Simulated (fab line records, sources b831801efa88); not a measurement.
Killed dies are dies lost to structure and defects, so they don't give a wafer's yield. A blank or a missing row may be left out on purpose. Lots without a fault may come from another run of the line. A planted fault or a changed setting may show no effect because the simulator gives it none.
A struck lot beside a sound one | flow gf180mcu | 36 steps out of a route of 602
Sound: wafers L981.2, L981.3, L981.6. Struck: wafer L994.3. (L994.6 of the same lot was not struck and is left out.) The cause comes at the end.
At each step with rows: each side's tool, then ch and its chambers, then its first start. Under that, the readings that differ: sound wafers | struck wafers | difference of the means | sigmas: that difference in standard deviations of wafers without a fault.
alike: readings whose means differ by less than 2 such deviations, and words and numbers that are the same on both sides. not compared: withheld readings, readings that some wafer has no value for, bounds like >300 that may hide the same value, and numbers for which the record gives no deviation and whose values overlap.
The two part at a step that has a row with sigmas, a row that says differs or no value, or rows on one side only. Numbers that don't overlap but have no deviation are shown without sigmas and don't part them. A reading that every wafer of one side lacks parts them only if that side has two wafers or more.

first, 2 steps without rows for these wafers: GF_M1_PEB_12 (peb time 90 s); GF_M1_DEVELOP_13 (develop time 60 s).
GF_M1_CD_MEAS_14: target cd 230 nm.
  sound on cd_sem-01, day 17 13:23; struck on cd_sem-02, day 22 03:48
  reading    | sound             | struck | difference | sigmas
  cd_nm (nm) | 228.5 229.4 228.9 | 231.9  | +3.0       | +2
GF_M1_OVL_MEAS_15:
  sound on overlay-01, day 17 13:29; struck on overlay-02, day 22 03:53
  alike: M1_OVL
then, 5 steps without rows for these wafers: GF_M1_METAL_ETCH_16 (etches the open film in Cl2/BCl3, stops on SiO2, target depth 627.5 nm, time 104.6 s); GF_M1_STRIP_17 (strips in O2/N2); GF_M1_STRIP_18 (strips in post etch residue remover, time 1200 s); GF_M1_CLEAN_19 (cleans in DIW); GF_V1_CVD_00 (deposits SiO2, target thk 600 nm, time 100 s).
GF_V1_THK_MEAS_01:
  sound on film_metro-01, day 17 14:16; struck on film_metro-04, day 22 04:47
  reading            | sound       | struck | difference | sigmas
  V1_CVD_00_THK (nm) | 592 592 597 | 612    | +18        | +3
GF_V1_CVD_02: deposits SiO2 from TEOS, target thk 850 nm, time 94.851 s.
  sound on pecvd-01 ch 0,2, day 17 14:19; struck on pecvd-01 ch 1, day 22 04:50
  alike: heater_power_w
GF_V1_THK_MEAS_03:
  sound on film_metro-02, day 17 14:24; struck on film_metro-01, day 22 04:55
  alike: V1_CVD_02_THK
GF_V1_CMP_04: polishes SiO2.
  sound on cmp-02 ch 0,2,3, day 17 14:30; struck on cmp-01 ch 0, day 22 05:01
  reading                             | sound             | struck | difference | sigmas
  time_to_endpoint_s (s)              | 84 89 85          | 98     | +12        | +2
  model.SiO2_of_V1_CVD_02.thk_nm (nm) | 631.8 633.3 631.4 | 703.6  | +71.4      |
  alike: motor_current_A
GF_V1_BOW_MEAS_05:
  sound on film_metro-01, day 17 14:46; struck on film_metro-04, day 22 05:18
  reading     | sound    | struck | difference | sigmas
  V1_BOW (um) | 79 79 93 | 69     | -15        | -2
then, 8 steps without rows for these wafers: GF_V1_DEHYDRATE_06 (time 60 s); GF_V1_HMDS_07 (prime time 60 s); GF_V1_COAT_08; GF_V1_COAT_09 (resist thk 1000 nm); GF_V1_SOFTBAKE_10 (time 60 s); GF_V1_EXPOSE_11 (exposes mask Via1, target cd 260 nm); GF_V1_PEB_12 (peb time 90 s); GF_V1_DEVELOP_13 (develop time 60 s).
GF_V1_CD_MEAS_14: target cd 260 nm.
  sound on cd_sem-02, day 18 13:28; struck on cd_sem-02, day 23 04:18
  reading    | sound             | struck | difference | sigmas
  cd_nm (nm) | 258.5 258.4 259.7 | 261.3  | +2.4       | +2
GF_V1_OVL_MEAS_15:
  sound on overlay-01, day 18 13:35; struck on overlay-02, day 23 04:23
  alike: V1_OVL
GF_V1_ETCH_16: etches BARC in N2/H2.
  sound on rie_diel-02 ch 1,2,3, day 18 13:37; struck on rie_diel-01 ch 1, day 23 04:25
  alike: drypump_motor_current_A, h2_flow_sccm, oes_product_au, throttle_valve_pct
GF_V1_ETCH_17: etches SiO2 in C4F8/O2/Ar, stops on TiN, target depth 630 nm.
  sound on rie_diel-02 ch 1,2,3; struck on rie_diel-01 ch 1
  reading                        | sound             | struck | difference | sigmas
  oes_product_au (a.u.)          | 0.862 0.854 0.855 | 0.915  | +0.058     | +12
  model.V1.feature_depth_nm (nm) | 631.8 633.3 631.4 | 703.6  | +71.4      |
  model.etch.depth_nm (nm)       | 631.8 633.3 631.4 | 703.6  | +71.4      |
GF_V1_STRIP_18: strips in O2/N2.
  sound on plasma_asher-01 ch 0,1, day 18 13:44; struck on plasma_asher-02 ch 1, day 23 04:35
  reading               | sound             | struck | difference | sigmas
  oes_product_au (a.u.) | 0.601 0.596 0.592 | 0.584  | -0.012     | -2
  alike: drypump_motor_current_A, heater_power_w
  not compared: rf_hours_counter_h
then, 2 steps without rows for these wafers: GF_V1_STRIP_19 (strips in post etch residue remover, time 1200 s); GF_V1_CLEAN_20 (cleans in DIW).
GF_V1_SPUTTER_21: material Ti, target thk 15 nm, time 80.02 s.
  sound on pvd_sputter-01, day 18 14:18; struck on pvd_sputter-04, day 23 05:05
  alike: throttle_valve_pct
GF_V1_SPUTTER_22: material TiN, target thk 10 nm, time 40 s.
  sound on pvd_sputter-01, day 18 14:22; struck on pvd_sputter-04, day 23 05:09
  alike: throttle_valve_pct
then, 1 step without rows for these wafers: GF_V1_CVD_23 (deposits W, target thk 350 nm, time 105.05 s).
GF_V1_RS_MEAS_24: measures by four-point-probe.
  sound on film_metro-04, day 18 14:32; struck on film_metro-02, day 23 05:20
  alike: V1_W_RS
GF_V1_THK_MEAS_25: measures by xrf.
  sound on film_metro-04, day 18 14:38; struck on film_metro-02, day 23 05:26
  alike: V1_W_THK
GF_V1_CMP_26: polishes, stops on SiO2, t overpolish 15 s, target thk 0 nm.
  sound on cmp-02 ch 1,3, day 18 14:44; struck on cmp-01 ch 1, day 23 05:32
  reading                             | sound           | struck | difference | sigmas
  model.SiO2_of_V1_CVD_02.thk_nm (nm) | 628 629.5 627.7 | 699.8  | +71.4      |
  alike: motor_current_A
then, 1 step without rows for these wafers: GF_M2_SPUTTER_00 (material Ti, target thk 37.5 nm, time 150 s).

WHERE THEY PART
First at GF_M1_CD_MEAS_14; last, within this record, at GF_V1_STRIP_18. Later steps at which nothing parts them and some readings are alike: GF_V1_SPUTTER_21, GF_V1_SPUTTER_22, GF_V1_RS_MEAS_24, GF_V1_THK_MEAS_25, GF_V1_CMP_26.

WHY: what the simulator had put in
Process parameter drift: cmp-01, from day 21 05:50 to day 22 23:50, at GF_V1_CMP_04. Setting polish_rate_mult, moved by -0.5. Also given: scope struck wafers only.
